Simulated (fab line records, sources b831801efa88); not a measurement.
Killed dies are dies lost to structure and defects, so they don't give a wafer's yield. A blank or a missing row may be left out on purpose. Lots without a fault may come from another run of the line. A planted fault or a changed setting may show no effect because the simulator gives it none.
Problem report in the 8D (eight disciplines) form, filled by code | flow sky130 | the parts of the form that need people (team, actions taken, sign-off) are left out

1. THE PROBLEM
cd_nm at SKY_VIA3_CD_MEAS_12 reads a mean of 177.3 nm on 3 wafers of 2 lots; wafers without a fault read 200.1 nm with a standard deviation of 1.8. That is -13 standard deviations from the usual mean.
The step: target cd 200 nm.
First seen on wafer L592.2, day 45 03:24, on cd_sem-01. The record holds 42 wafers of 14 lots with a number at this step. Rule for "out", or "out of limits": more than 4 standard deviations from the usual mean. The other wafers with a number count as sound.

2. WHAT IT IS AND WHAT IT IS NOT
question                    | is                     | is not
which readings at this step | cd_nm                  | -
which lots                  | L592, L593             | L573, L574, L575, L577, L578, L580, L581, L582, L583, L594, L595, L596
which wafers of those lots  | L592.2, L592.5, L593.2 | L592.3, L593.1, L593.4
read on which gauges        | cd_sem-01              | cd_sem-02
when                        | from day 45 03:24      | up to then (28 sound wafers); but 11 sound wafers of L593, L594, L595, L596 came after

3. SUSPECTS, AND WHAT RULES EACH OUT
Counting: a tool at a process step up to the reading stays a suspect if it ran every lot that is out. Sound lots after the first of them don't rule it out here, since some wafers of a struck lot are sound.
- the gauge at SKY_VIA3_CD_MEAS_12: kept. All the wafers that are out were read on cd_sem-01, and no step on other tools shows them out.
- krf_scanner-02 at SKY_VIA3_EXPOSE_09 (exposes mask VIM3, target cd 200 nm): kept. It ran every lot that is out, first L592 (day 44 17:21); its last sound lot up to then is L583 (day 42 01:17).
Left after counting: krf_scanner-02 at SKY_VIA3_EXPOSE_09, cd_sem-01 at SKY_VIA3_CD_MEAS_12.

4. THE CAUSE (what the simulator had put in)
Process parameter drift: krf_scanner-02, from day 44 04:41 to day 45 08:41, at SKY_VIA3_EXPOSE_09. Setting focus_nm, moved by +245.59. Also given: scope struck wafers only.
Counting left 2 suspects, and this tool is among them.

5. THE CHAIN OF EFFECTS, in route order
Each row: a reading whose mean over the struck wafers that have a number lies more than 3 standard deviations from the usual. Only readings for which the record gives a usual standard deviation are gone through. hours: the time from each lot's start at the first step in this table that gives one to its start at this step, as a median over the lots. sigmas: the change in usual standard deviations.
hours | step                | reading | usual    | on struck wafers | change | sigmas
0     | SKY_VIA3_CD_MEAS_12 | cd_nm   | 200.1 nm | 177.3            | -22.8  | -13

6. WHAT WOULD HAVE CAUGHT IT SOONER
In this record the first reading out of limits at a measuring or inspecting step was taken at day 45 03:24, 23 hours after the fault began at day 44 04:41.
All the lots that are out (2) had begun SKY_VIA3_EXPOSE_09 on krf_scanner-02 by day 45 03:24. A hold on the tool at that time would have spared none of them.
